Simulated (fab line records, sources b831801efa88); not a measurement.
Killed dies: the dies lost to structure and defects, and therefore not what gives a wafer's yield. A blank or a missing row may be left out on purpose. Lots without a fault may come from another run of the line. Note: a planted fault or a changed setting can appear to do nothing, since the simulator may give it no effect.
Which of the tools did it? ; flow sky130 ; 11 lots with 33 wafers sampled at 5 steps, on a route of 708 steps

WHAT THE GAUGES READ, wafer by wafer
SKY_PAD_OPEN_BOW_MEAS_13.
lot;measured;on;PAD_OPEN_BOW (um)
L589;day 45 08:49;film-metro-04;51 50 47
L590;day 45 20:55;film-metro-02;54 49 50
L592;day 46 09:11;film-metro-02;48 47 46
L593;day 46 15:50;film-metro-03;52 50 51
L600;day 48 20:08;film-metro-02;52 57 59
L601;day 49 02:00;film-metro-02;27 45 51
L603;day 49 04:49;film-metro-04;52 38 50
L604;day 49 08:04;film-metro-02;45 48 41
L607;day 50 02:10;film-metro-04;61 60 47
L610;day 50 13:16;film-metro-04;58 40 47
L612;day 51 01:50;film-metro-02;47 44 56

WHAT TOOL EACH LOT RAN ON (gives the tool, then ch and the chambers of the sampled wafers, and finally the start)
lot;SKY_VIA4_SPUTTER_17;SKY_METAL5_SPUTTER_02;SKY_PASSIVATION_ETCH_11;SKY_PASSIVATION_STRIP_12
L589;pvd-sputter-04, day 42 09:38;pvd-sputter-03, day 42 10:23;rie-diel-01 ch 0,3, day 44 08:59;plasma-asher-02 ch 0,1, day 44 09:05
L590;pvd-sputter-01, day 42 22:47;pvd-sputter-03, day 42 23:32;rie-diel-01 ch 0,3, day 44 20:50;plasma-asher-02 ch 0,1, day 44 20:56
L592;pvd-sputter-01, day 43 13:04;pvd-sputter-02, day 43 13:49;rie-diel-04 ch 1,2,3, day 45 10:29;plasma-asher-02 ch 0,1, day 45 10:35
L593;pvd-sputter-03, day 43 19:44;pvd-sputter-02, day 43 20:31;rie-diel-01 ch 0,3, day 45 16:08;plasma-asher-03 ch 0,1, day 45 16:17
L600;pvd-sputter-04, day 46 03:38;pvd-sputter-02, day 46 08:43;rie-diel-04 ch 1,2,3, day 47 22:44;plasma-asher-04 ch 0,1, day 47 22:50
L601;pvd-sputter-03, day 46 10:43;pvd-sputter-02, day 46 12:01;rie-diel-04 ch 1,2,3, day 48 05:08;plasma-asher-02 ch 0,1, day 48 05:14
L603;pvd-sputter-01, day 46 13:50;pvd-sputter-01, day 46 14:34;rie-diel-04 ch 0,1,2, day 48 07:32;plasma-asher-04 ch 0,1, day 48 07:38
L604;pvd-sputter-03, day 46 18:56;pvd-sputter-02, day 46 19:41;rie-diel-03 ch 0,2,3, day 48 11:19;plasma-asher-02 ch 0,1, day 48 11:26
L607;pvd-sputter-04, day 47 15:43;pvd-sputter-01, day 47 16:37;rie-diel-01 ch 0,1,2, day 49 06:50;plasma-asher-04 ch 0,1, day 49 06:56
L610;pvd-sputter-03, day 48 05:22;pvd-sputter-03, day 48 06:07;rie-diel-01 ch 1,2,3, day 49 19:07;plasma-asher-04 ch 0,1, day 49 19:14
L612;pvd-sputter-01, day 48 20:44;pvd-sputter-02, day 48 21:29;rie-diel-01 ch 0,2, day 50 08:52;plasma-asher-02 ch 0,1, day 50 08:59
- SKY_VIA4_SPUTTER_17: material TiN, target thk 20 nm, time 80 s.
- SKY_METAL5_SPUTTER_02: material AlCu, target thk 1150 nm, time 61.2 s.
- SKY_PASSIVATION_ETCH_11: etches the open film in CF4/O2, stops on AlCu, target depth 725 nm, time 161.1 s.
- SKY_PASSIVATION_STRIP_12: strips in O2/N2.

THE ANSWER, worked out from the rows above alone
Rule: what is usual is taken from the lots themselves. The widest of any qualifying gaps counts: lots, ordered by their means at a reading, are off when they make up no more than a third of the lots, leave a main group of 4 or more, and stand apart from it by 3 or more times the standard deviation of that group's means. The tables above print the reading to a certain number of digits; a main group whose means all agree to those digits is not used. Also off: a lot with no number at a reading for which 4 or more lots have one. Where the step has rows for the other lots, those lots are counted as sound.
No lot is off at any reading shown: from this, nothing can be told.

WHAT WAS PUT IN BY THE SIMULATOR
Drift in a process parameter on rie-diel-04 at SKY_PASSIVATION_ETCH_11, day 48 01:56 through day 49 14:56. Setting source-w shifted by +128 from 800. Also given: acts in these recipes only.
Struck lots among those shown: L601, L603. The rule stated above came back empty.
